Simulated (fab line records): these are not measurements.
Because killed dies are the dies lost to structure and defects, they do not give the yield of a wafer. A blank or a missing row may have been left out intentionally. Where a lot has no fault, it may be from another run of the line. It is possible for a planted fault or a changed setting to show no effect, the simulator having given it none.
Comparing a struck lot with a sound one | flow sky130 | 34 steps out of a route of 708
Sound: these wafers, L651.4, L651.5, L651.6. Struck: wafers L657.2, L657.3, L657.5. The cause is given at the end.
Each step with rows lists, per side, the tool, then ch with its chambers, then its first start. Under that, the readings that differ: sound wafers | struck wafers | difference of the means | sigmas: that difference in standard deviations of wafers without a fault.
alike: same words and numbers on both sides, and readings whose means sit less than 2 such deviations apart. not compared: any withheld reading, any reading some wafer has no value for, any bound like >300 that may hide the same value, and any number with overlapping values for which the record gives no deviation.
Wherever a step has rows on one side only, a row that says differs or no value, or a row with sigmas, the two part there. When numbers do not overlap yet have no deviation, they are printed without sigmas and do not part them. A reading missing from all wafers of one side parts the sides only when that side holds two or more wafers.

first, 7 steps without rows for these wafers: SKY_SONOS_TUNNEL_DEVELOP_06 (develop time 60 s); SKY_SONOS_TUNNEL_IMPLANT_09; SKY_SONOS_TUNNEL_WET_ETCH_10 (etches SiO2 in dHF, target depth 14 nm, time 280 s); SKY_SONOS_TUNNEL_STRIP_11 (strips in SPM, time 600 s); SKY_SONOS_TUNNEL_CLEAN_13 (cleans in dHF, time 20 s); SKY_SONOS_ONO_OXIDATION_00 (stabilise 600 s, purge 300 s, target thk 2.6 nm); SKY_SONOS_ONO_CVD_02 (deposits Si3N4 from DCS/NH3, target thk 10.5 nm, time 180 s).
SKY_SONOS_ONO_CVD_04: deposits SiO2 from SiH4/N2O, target thk 5.7199 nm.
  sound on lpcvd-03 ch 0, day 13 23:28; struck on lpcvd-03 ch 0, day 15 10:47
  reading                                    | sound             | struck            | difference | sigmas
  model.SiO2_of_SONOS_ONO_CVD_04.thk-nm (nm) | 5.767 5.751 5.697 | 8.115 8.054 8.101 | +2.352     |
  alike: pressure-mtorr, zone-power-lower-pct
SKY_SONOS_ONO_THK_MEAS_05:
  sound on film-metro-04 at day 14 00:44; struck on film-metro-01 at day 15 12:03
  reading                   | sound          | struck         | difference | sigmas
  SONOS_ONO_CVD_04_THK (nm) | 5.80 5.82 5.70 | 8.11 8.10 8.09 | +2.33      | +19
then, 23 steps without rows for these wafers: SKY_SONOS_ONO_DEHYDRATE_06 (time 60 s); SKY_SONOS_ONO_HMDS_07 (prime time 60 s); SKY_SONOS_ONO_COAT_08 (resist thk 1140 nm); SKY_SONOS_ONO_SOFTBAKE_09 (time 60 s); SKY_SONOS_ONO_EXPOSE_10 (exposes mask ONOM, target cd 410 nm); SKY_SONOS_ONO_PEB_11; SKY_SONOS_ONO_DEVELOP_12 (develop time 60 s); SKY_SONOS_ONO_ETCH_15 (etches the open film in CHF3/O2, target depth 19.52 nm, time 7.8 s); SKY_SONOS_ONO_WET_ETCH_16 (etches SiO2 in dHF, target depth 14 nm, time 280 s); SKY_SONOS_ONO_STRIP_17 (strips in O2/N2); SKY_SONOS_ONO_WET_ETCH_18 (etches Si3N4 in H3PO4, target depth 15 nm, time 172 s); SKY_GATE_OXIDE_CLEAN_00 (cleans in SC1/SC2, time 150 s); SKY_GATE_OXIDE_OXIDATION_01 (stabilise 600 s, purge 300 s, target thk 10.268 nm); SKY_GATE_OXIDE_DEHYDRATE_03 (time 60 s); SKY_GATE_OXIDE_HMDS_04 (prime time 60 s); SKY_GATE_OXIDE_COAT_05 (resist thk 1140 nm); SKY_GATE_OXIDE_SOFTBAKE_06 (time 60 s); SKY_GATE_OXIDE_EXPOSE_07 (exposes mask LVOM, target cd 600 nm); SKY_GATE_OXIDE_PEB_08; SKY_GATE_OXIDE_DEVELOP_09 (develop time 60 s); SKY_GATE_OXIDE_IMPLANT_11; SKY_GATE_OXIDE_WET_ETCH_12 (etches SiO2 in dHF, target depth 16.8 nm, time 336 s); SKY_GATE_OXIDE_STRIP_13 (strips in O2/N2).
-- the record jumps here: 2 days lie between the struck wafers' starts before and after --
SKY_GATE_OXIDE_CLEAN_15: cleans in SC1/SC2, time 150 s.
  sound on wet-bench-02 ch 1, day 16 09:35; struck on wet-bench-02 ch 2, day 17 21:28
  reading                                    | sound             | struck            | difference | sigmas
  model.SiO2_of_SONOS_ONO_CVD_04.thk-nm (nm) | 4.269 4.247 4.201 | 6.608 6.541 6.595 | +2.342     |
following that, these wafers have no rows for 1 step: SKY_PAD_OPEN_PROBE_99.

## WHERE THEY PART
At SKY_SONOS_ONO_THK_MEAS_05 and nowhere else, as far as this record goes.

WHY: whatever the simulator had introduced
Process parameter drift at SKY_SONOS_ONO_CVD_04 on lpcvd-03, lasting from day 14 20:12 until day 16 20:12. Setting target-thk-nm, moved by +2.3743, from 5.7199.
